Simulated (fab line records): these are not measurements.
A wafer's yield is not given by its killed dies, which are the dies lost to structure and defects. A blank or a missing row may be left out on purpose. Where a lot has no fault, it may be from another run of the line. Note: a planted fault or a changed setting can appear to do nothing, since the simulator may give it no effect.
fab line records ; flow sky130
[record] lots = 13; wafers = 39; last_day = 50
route steps=708 shown FIELD_ISO@29 NWELL@67 VT_ADJUST_LVTN@118 SONOS_ONO@185 PAD_OPEN@708
lots untouched by any fault: they come from a run of this same line in which no faults occurred
start_h: hours from the record's opening day to when the first of the lot's shown wafers began ; wait_h: how many hours have passed since the lot's step before this one ; " identical to the entry in the row above ; L1.1+2: a single row standing in for several wafers ; - no value, or no start given ; * or withheld: withheld ; < > ~ a bound
route shown NAME@n: a module of which the file shows steps, and the number in the route of the first ; usual: average and standard deviation across the fault-free wafers ; same: alike in all rows ; chamber/n: place in a boat ; sites: each site's reading ; _std_site: standard deviation of those values ; _edge_site: the outer-site mean with the inner-site mean subtracted ; radius_mm: how far each site lies from the wafer's centre ; mask NAME#n: copy n ; behind: the tool/chamber that last shaped the wafer ; hold: cause of the lot's hold/its duration in hours/its outcome ; device: which transistor (n, p or np) failed to switch ; end of line: tests run on the same wafers once the route is complete ; a step without rows: its recipe alone ; killed: at the first sort, the dies lost to defects and structure; wafer yield is something else ; map: dies across one wafer; x = killed, . = not, _ = none there
set.NAME: the setting as run; set.NAME@STEP: as run at that earlier step ; model.NAME: the simulator's own value behind a step, which no gauge read
a sample of lots followed through the steps of the route, with each step as a table and each wafer as a row
services: when a tool's chamber went out of use (start_h, in hours from the record's first day, below 0 if earlier), for how many hours, and the reason
[[steps]]
[step SKY_FIELD_ISO_WET_ETCH_28]
[recipe] chemistry = dHF; target_depth_nm = 23.7; target = SiO2; dilution = 10:1; temp_c = 25; time_s = 47
[usual] bath_heat_duty_pct = 6.3/0.57; temp_c = 25.00/0.11
lot.wafer;tool;chamber;start_h;wait_h;bath_heat_duty_pct;temp_c
L971.2;wet_bench-02;1;33.98;0.1;6.9;24.96
L971.3;wet_bench-02;1;33.98;0.1;6.8;25.00
L971.4;wet_bench-02;1;33.98;0.1;6.6;25.05
L972.1;wet_bench-04;1;38.09;0.2;6.9;24.85
L972.5;wet_bench-04;1;38.09;0.2;6.0;24.90
L972.6;wet_bench-04;1;38.09;0.2;7.1;24.76
L973.1;wet_bench-04;0;44.88;0.1;5.8;24.87
L973.3;wet_bench-04;0;44.88;0.1;5.4;25.10
L973.5;wet_bench-04;0;44.88;0.1;5.7;24.98
L976.3;wet_bench-02;0;60.25;0.1;6.6;25.04
L976.4;wet_bench-02;0;60.25;0.1;6.6;25.22
L976.5;wet_bench-02;0;60.25;0.1;6.0;24.89
L980.3;wet_bench-04;1;85.05;0.2;7.4;25.24
L980.4;wet_bench-04;1;85.05;0.2;5.8;25.11
L980.6;wet_bench-04;1;85.05;0.2;6.3;25.12
L981.1;wet_bench-02;1;86.55;0.1;29.7;41.92
L981.2;wet_bench-02;1;86.55;0.1;28.4;41.91
L981.6;wet_bench-02;1;86.55;0.1;30.8;41.84
L982.2;wet_bench-04;2;90.84;0.2;6.2;24.99
L982.3;wet_bench-04;2;90.84;0.2;6.0;25.01
L982.4;wet_bench-04;2;90.84;0.2;6.4;25.12
L983.1;wet_bench-02;0;95.24;0.2;31.6;41.93
L983.5;wet_bench-02;0;95.24;0.2;31.7;42.02
L983.6;wet_bench-02;0;95.24;0.2;29.1;41.93
L985.3;wet_bench-02;1;108.58;0.1;28.3;41.99
L985.5;wet_bench-02;1;108.58;0.1;30.3;41.94
L985.6;wet_bench-02;1;108.58;0.1;31.6;41.87
L986.1;wet_bench-03;0;112.50;0.1;5.9;24.93
L986.2;wet_bench-03;0;112.50;0.1;6.5;25.06
L986.5;wet_bench-03;0;112.50;0.1;6.7;25.18
L990.1;wet_bench-03;2;135.34;0.2;7.1;24.91
L990.5;wet_bench-03;2;135.34;0.2;5.9;25.06
L990.6;wet_bench-03;2;135.34;0.2;6.6;25.03
L991.2;wet_bench-04;0;139.67;0.2;5.3;24.81
L991.5;wet_bench-04;0;139.67;0.2;5.6;25.03
L991.6;wet_bench-04;0;139.67;0.2;6.4;24.99
L994.1;wet_bench-04;0;155.22;0.1;5.5;24.95
L994.3;wet_bench-04;0;155.22;0.1;5.7;25.03
L994.5;wet_bench-04;0;155.22;0.1;5.4;25.08
[step SKY_NWELL_STRIP_14]
[recipe] chemistry = O2/N2; power_w = 1400; pressure_mtorr = 1500; platen_temp_c = withheld; o2_flow_sccm = 3000; n2_flow_sccm = 300; overash_fraction = 0.5
[usual] drypump_motor_current_A = 5.8/0.42; oes_product_au = 0.722/0.0046; strip_time_to_endpoint_s = 36.94/0.091
lot.wafer;tool;chamber;start_h;wait_h;drypump_motor_current_A;oes_product_au;rf_hours_counter_h;strip_time_to_endpoint_s
L971.2;plasma_asher-04;1;83.97;0.1;5.7;0.724;27;37.03
L971.3;plasma_asher-04;1;83.97;0.1;5.7;0.720;-;36.99
L971.4;plasma_asher-04;0;83.97;0.1;5.2;0.723;-;36.96
L972.1;plasma_asher-04;1;90.52;0.1;5.7;0.725;27;36.96
L972.5;plasma_asher-04;0;90.52;0.1;5.2;0.727;-;36.93
L972.6;plasma_asher-04;1;90.52;0.1;5.7;0.720;-;37.08
L973.1;plasma_asher-02;1;98.77;0.1;6.5;0.726;43;36.91
L973.3;plasma_asher-02;0;98.77;0.1;6.3;0.723;-;37.00
L973.5;plasma_asher-02;1;98.77;0.1;6.5;0.725;-;36.89
L976.3;plasma_asher-02;0;115.29;0.1;6.3;0.720;-;37.06
L976.4;plasma_asher-02;1;115.29;0.1;6.5;0.723;-;36.91
L976.5;plasma_asher-02;1;115.29;0.1;6.6;0.718;-;37.04
L980.3;plasma_asher-04;0;142.60;0.1;5.2;0.721;-;36.94
L980.4;plasma_asher-04;1;142.60;0.1;5.7;0.721;-;36.90
L980.6;plasma_asher-04;1;142.60;0.1;5.7;0.734;-;37.01
L981.1;plasma_asher-02;1;145.62;0.1;6.5;0.723;48;36.89
L981.2;plasma_asher-02;0;145.62;0.1;6.3;0.720;48;36.94
L981.6;plasma_asher-02;1;145.62;0.1;6.5;0.714;-;36.85
L982.2;plasma_asher-04;0;150.52;0.1;5.2;0.723;33;36.97
L982.3;plasma_asher-04;0;150.52;0.1;5.2;0.724;-;37.01
L982.4;plasma_asher-04;1;150.52;0.1;5.7;0.719;-;36.98
L983.1;plasma_asher-04;0;154.72;0.1;5.2;0.727;33;36.98
L983.5;plasma_asher-04;1;154.72;0.1;5.7;0.724;-;36.99
L983.6;plasma_asher-04;0;154.72;0.1;5.2;0.723;-;37.03
L985.3;plasma_asher-01;0;168.95;0.1;5.7;0.713;-;36.83
L985.5;plasma_asher-01;0;168.95;0.1;5.7;0.720;-;36.78
L985.6;plasma_asher-01;1;168.95;0.1;6.1;0.724;-;36.82
L986.1;plasma_asher-04;0;173.77;0.1;5.2;0.719;35;36.86
L986.2;plasma_asher-04;1;173.77;0.1;5.7;0.720;35;36.86
L986.5;plasma_asher-04;0;173.77;0.1;5.2;0.723;-;36.87
L990.1;plasma_asher-01;0;212.87;0.2;5.7;0.728;9;36.81
L990.5;plasma_asher-01;1;212.87;0.2;6.1;0.721;-;37.06
L990.6;plasma_asher-01;0;212.87;0.2;5.7;0.720;-;36.93
L991.2;plasma_asher-04;1;213.29;0.1;5.7;0.724;38;36.92
L991.5;plasma_asher-04;1;213.29;0.1;5.7;0.724;-;36.86
L991.6;plasma_asher-04;0;213.29;0.1;5.2;0.720;-;36.99
L994.1;plasma_asher-04;1;229.85;0.1;5.7;0.720;40;36.96
L994.3;plasma_asher-04;1;229.85;0.1;5.7;0.722;-;36.83
L994.5;plasma_asher-04;1;229.85;0.1;5.7;0.729;-;36.96
[step SKY_VT_ADJUST_LVTN_TW_MEAS_21]
[usual] VT_ADJUST_LVTN_2_TW = 186.8/1.6
lot.wafer;tool;chamber;start_h;wait_h;VT_ADJUST_LVTN_2_TW
L971.2;film_metro-04;-;159.66;0.1;184.9
L971.3;film_metro-04;-;159.66;0.1;184.4
L971.4;film_metro-04;-;159.66;0.1;184.6
L972.1;film_metro-01;-;166.72;0.1;187.6
L972.5;film_metro-01;-;166.72;0.1;187.9
L972.6;film_metro-01;-;166.72;0.1;187.6
L973.1;film_metro-04;-;175.40;0.1;186.0
L973.3;film_metro-04;-;175.40;0.1;186.0
L973.5;film_metro-04;-;175.40;0.1;185.7
L976.3;film_metro-03;-;196.29;0.1;189.3
L976.4;film_metro-03;-;196.29;0.1;188.4
L976.5;film_metro-03;-;196.29;0.1;188.2
L980.3;film_metro-01;-;231.39;0.1;186.2
L980.4;film_metro-01;-;231.39;0.1;187.2
L980.6;film_metro-01;-;231.39;0.1;185.6
L981.1;film_metro-04;-;231.67;0.1;184.9
L981.2;film_metro-04;-;231.67;0.1;184.7
L981.6;film_metro-04;-;231.67;0.1;185.2
L982.2;film_metro-01;-;234.21;0.1;185.6
L982.3;film_metro-01;-;234.21;0.1;185.4
L982.4;film_metro-01;-;234.21;0.1;185.3
L983.1;film_metro-01;-;237.61;0.1;185.5
L983.5;film_metro-01;-;237.61;0.1;186.2
L983.6;film_metro-01;-;237.61;0.1;185.5
L985.3;film_metro-01;-;256.19;0.1;186.0
L985.5;film_metro-01;-;256.19;0.1;186.2
L985.6;film_metro-01;-;256.19;0.1;185.7
L986.1;film_metro-03;-;261.07;0.1;188.9
L986.2;film_metro-03;-;261.07;0.1;189.2
L986.5;film_metro-03;-;261.07;0.1;189.5
L990.1;film_metro-01;-;303.52;0.1;186.7
L990.5;film_metro-01;-;303.52;0.1;185.2
L990.6;film_metro-01;-;303.52;0.1;186.4
L991.2;film_metro-04;-;304.46;0.1;186.1
L991.5;film_metro-04;-;304.46;0.1;186.3
L991.6;film_metro-04;-;304.46;0.1;185.4
L994.1;film_metro-03;-;329.07;0.1;187.9
L994.3;film_metro-03;-;329.07;0.1;188.8
L994.5;film_metro-03;-;329.07;0.1;188.3
[step SKY_SONOS_ONO_STRIP_17]
[recipe] chemistry = O2/N2; power_w = 1400; pressure_mtorr = 1500; platen_temp_c = withheld; o2_flow_sccm = 3000; n2_flow_sccm = 300; overash_fraction = 0.5
[usual] drypump_motor_current_A = 5.9/0.44; oes_product_au = 0.710/0.0047; strip_time_to_endpoint_s = 14.11/0.032
lot.wafer;tool;chamber;start_h;wait_h;drypump_motor_current_A;oes_product_au;rf_hours_counter_h;strip_time_to_endpoint_s
L971.2;plasma_asher-02;0;284.94;0.0;6.3;0.708;62;14.12
L971.3;plasma_asher-02;1;284.94;0.0;6.5;0.715;-;14.14
L971.4;plasma_asher-02;0;284.94;0.0;6.3;0.714;-;14.16
L972.1;plasma_asher-03;1;285.24;0.0;5.7;0.710;58;14.12
L972.5;plasma_asher-03;1;285.24;0.0;5.7;0.704;-;14.11
L972.6;plasma_asher-03;0;285.24;0.0;5.2;0.712;-;14.14
L973.1;plasma_asher-03;0;294.94;0.0;5.2;0.709;59;14.09
L973.3;plasma_asher-03;1;294.94;0.0;5.7;0.717;-;14.14
L973.5;plasma_asher-03;1;294.94;0.0;5.7;0.705;-;14.10
L976.3;plasma_asher-02;0;312.53;0.0;6.2;0.708;-;14.10
L976.4;plasma_asher-02;1;312.53;0.0;6.5;0.708;-;14.10
L976.5;plasma_asher-02;1;312.53;0.0;6.5;0.706;-;14.10
L980.3;plasma_asher-03;1;362.13;0.0;5.7;0.702;-;14.10
L980.4;plasma_asher-03;0;362.13;0.0;5.2;0.715;-;14.10
L980.6;plasma_asher-03;0;362.13;0.0;5.2;0.709;-;14.13
L981.1;plasma_asher-01;0;365.26;0.0;5.7;0.700;21;14.11
L981.2;plasma_asher-01;1;365.26;0.0;6.1;0.711;21;14.08
L981.6;plasma_asher-01;1;365.26;0.0;6.1;0.713;-;14.10
L982.2;plasma_asher-03;1;365.55;0.0;5.7;0.710;67;14.07
L982.3;plasma_asher-03;1;365.55;0.0;5.7;0.715;-;14.07
L982.4;plasma_asher-03;0;365.55;0.0;5.2;0.713;-;14.04
L983.1;plasma_asher-03;0;371.35;0.0;5.2;0.711;68;14.09
L983.5;plasma_asher-03;1;371.35;0.0;5.7;0.708;-;14.07
L983.6;plasma_asher-03;0;371.35;0.0;5.2;0.708;-;14.06
L985.3;plasma_asher-01;0;393.43;0.0;5.7;0.712;-;14.06
L985.5;plasma_asher-01;0;393.43;0.0;5.7;0.708;-;14.05
L985.6;plasma_asher-01;1;393.43;0.0;6.1;0.707;-;14.08
L986.1;plasma_asher-01;0;400.05;0.0;5.7;0.715;25;14.21
L986.2;plasma_asher-01;1;400.05;0.0;6.1;0.706;25;14.15
L986.5;plasma_asher-01;1;400.05;0.0;6.1;0.706;-;14.15
L990.1;plasma_asher-03;0;452.84;0.0;5.2;0.707;2;14.13
L990.5;plasma_asher-03;1;452.84;0.0;5.7;0.706;-;14.13
L990.6;plasma_asher-03;0;452.84;0.0;5.2;0.709;-;14.13
L991.2;plasma_asher-02;0;453.00;0.0;6.3;0.716;77;14.06
L991.5;plasma_asher-02;0;453.00;0.0;6.3;0.715;-;14.08
L991.6;plasma_asher-02;1;453.00;0.0;6.5;0.709;-;14.05
L994.1;plasma_asher-03;0;479.30;0.0;5.2;0.706;5;14.10
L994.3;plasma_asher-03;1;479.30;0.0;5.7;0.716;-;14.07
L994.5;plasma_asher-03;0;479.30;0.0;5.2;0.710;-;14.08
[step SKY_PAD_OPEN_PROBE_99]
[usual] killed_at_M0_to_M3 = 43/6.3; killed_at_M4_up = 3.3/1.7; killed_at_contacts = 24/5.4; killed_at_front_end = 16/4.6; killed_at_other = 0.4/0.7; killed_dies = 87/9.4; killed_open = 47/6.9; killed_short = 39/6.1
[same] gross_dies = 492; killed_at_back_side = 0
lot.wafer;tool;chamber;start_h;wait_h;killed_at_M0_to_M3;killed_at_M4_up;killed_at_contacts;killed_at_front_end;killed_at_other;killed_dies;killed_open;killed_short
L981.1;prober-02;-;1140.31;0.1;42;1;22;24;1;90;49;40
L981.2;prober-02;-;1140.36;0.1;40;2;28;22;2;94;56;37
L981.6;prober-02;-;1140.56;0.2;43;4;28;13;2;90;44;43
L983.1;prober-01;-;1144.28;0.1;50;3;20;19;0;92;52;40
L983.5;prober-01;-;1144.48;0.2;41;7;15;21;0;84;40;44
L983.6;prober-01;-;1144.53;0.2;43;1;23;19;1;87;47;40
L985.3;prober-01;-;1157.07;0.2;38;3;29;10;1;81;47;33
L985.5;prober-01;-;1157.17;0.2;52;6;23;16;0;97;50;47
L985.6;prober-01;-;1157.22;0.2;45;4;22;13;0;84;45;38
// killed by level:class
L981.1 VIA1:geometric_particle:open=11 CONTACT:geometric_particle:open=8 POLY_GATE:geometric_particle:short=7 FIELD_ISO:geometric_particle:open=6 LI_CONTACT:geometric_particle:open=6 METAL1:geometric_particle:short=6 VIA2:geometric_particle:open=6 VIA3:geometric_particle:open=6
L981.2 VIA2:geometric_particle:open=11 LI_CONTACT:geometric_particle:open=10 VIA3:geometric_particle:open=9 CONTACT:geometric_particle:open=8 VIA1:geometric_particle:open=8 FIELD_ISO:geometric_particle:short=5 POLY_GATE:geometric_particle:short=5 POLY_GATE:geometric_particle:open=4
L981.6 CONTACT:geometric_particle:open=11 LOCAL_INTERCONNECT:geometric_particle:short=7 LI_CONTACT:geometric_particle:open=7 VIA1:geometric_particle:short=7 VIA2:geometric_particle:open=7 VIA1:geometric_particle:open=6 FIELD_ISO:geometric_particle:open=5 VIA3:geometric_particle:short=4
L983.1 VIA1:geometric_particle:open=12 METAL2:geometric_particle:short=9 CONTACT:geometric_particle:open=8 VIA2:geometric_particle:open=8 VIA3:geometric_particle:open=6 FIELD_ISO:geometric_particle:short=5 POLY_GATE:geometric_particle:open=5 LI_CONTACT:geometric_particle:open=5
L983.5 METAL1:geometric_particle:short=8 VIA1:geometric_particle:open=7 POLY_GATE:geometric_particle:short=6 VIA1:geometric_particle:short=6 METAL2:geometric_particle:short=6 VIA3:geometric_particle:open=5 LI_CONTACT:geometric_particle:open=5 CONTACT:geometric_particle:open=5
L983.6 CONTACT:geometric_particle:open=11 VIA1:geometric_particle:open=7 FIELD_ISO:geometric_particle:open=7 VIA3:geometric_particle:open=7 METAL2:geometric_particle:short=7 FIELD_ISO:geometric_particle:short=5 POLY_GATE:geometric_particle:open=5 METAL1:geometric_particle:short=5
L985.3 VIA3:geometric_particle:open=9 CONTACT:geometric_particle:open=9 LI_CONTACT:geometric_particle:open=8 LOCAL_INTERCONNECT:geometric_particle:short=7 VIA1:geometric_particle:open=5 METAL1:geometric_particle:short=4 VIA2:geometric_particle:open=4 FIELD_ISO:geometric_particle:open=3
L985.5 VIA3:geometric_particle:open=10 VIA1:geometric_particle:open=9 METAL1:geometric_particle:short=9 FIELD_ISO:geometric_particle:short=6 LI_CONTACT:geometric_particle:open=6 LOCAL_INTERCONNECT:geometric_particle:short=6 CONTACT:geometric_particle:open=6 VIA2:geometric_particle:open=6
L985.6 CONTACT:geometric_particle:open=11 VIA2:geometric_particle:open=7 METAL2:geometric_particle:short=7 METAL1:geometric_particle:short=6 VIA1:geometric_particle:open=6 VIA3:geometric_particle:open=6 FIELD_ISO:geometric_particle:short=5 LI_CONTACT:geometric_particle:open=5
[[services]]
tool;chamber;start_h;hours;kind
wet_bench-03;-;36.38;8.9;repair
plasma_asher-04;-;41.82;15.6;pm
plasma_asher-01;-;108.75;9.0;pm
plasma_asher-01;0;108.75;9.0;vent_cycle
plasma_asher-01;1;108.75;9.0;vent_cycle
plasma_asher-04;-;111.77;4.8;repair
plasma_asher-01;0;117.75;-;clean
plasma_asher-01;1;117.75;-;clean
wet_bench-03;-;179.36;5.0;repair
wet_bench-02;-;248.27;2.8;repair
plasma_asher-01;-;280.96;28.1;pm
wet_bench-03;-;302.02;46.5;pm
wet_bench-03;-;348.50;4.4;pm
plasma_asher-01;-;354.10;7.1;repair
plasma_asher-02;-;357.24;28.1;pm
wet_bench-02;-;386.78;1.8;repair
plasma_asher-01;-;408.23;14.6;pm
plasma_asher-03;-;421.25;9.0;pm
plasma_asher-03;0;421.25;9.0;vent_cycle
plasma_asher-03;1;421.25;9.0;vent_cycle
plasma_asher-03;0;430.25;-;clean
plasma_asher-03;1;430.25;-;clean
[[key]]
[first_sign] step = SKY_FIELD_ISO_WET_ETCH_28; reading = temp_c; direction = up; sigmas = 99+; usual = *; struck = *
[effect] step = SKY_FIELD_ISO_WET_ETCH_28; reading = bath_heat_duty_pct; direction = up; sigmas = 42; usual = 6.3; struck = 30.2
met_at SKY_FIELD_ISO_WET_ETCH_28
struck_lots L981,L983,L985
tester_left_out L981,L983,L985
not_acting_at SKY_NWELL_STRIP_14,SKY_VT_ADJUST_LVTN_TW_MEAS_21,SKY_SONOS_ONO_STRIP_17
onset_between 60.25 86.55
[fault] kind = process_parameter_drift; tool = wet_bench-02; chamber = -; onset_h = 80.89; steps = SKY_FIELD_ISO_WET_ETCH_28; channel = temp_c; offset = *; shape = step; end_h = 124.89; acts_in = *; stated = *
// tester_left_out: of these lots the tester's yield and bins aren't shown, on N5 and GAA mostly nor the transistor test; their killed dies are dies lost to structure and defects alone, not to doping, threshold or leakage, so they don't give the yield
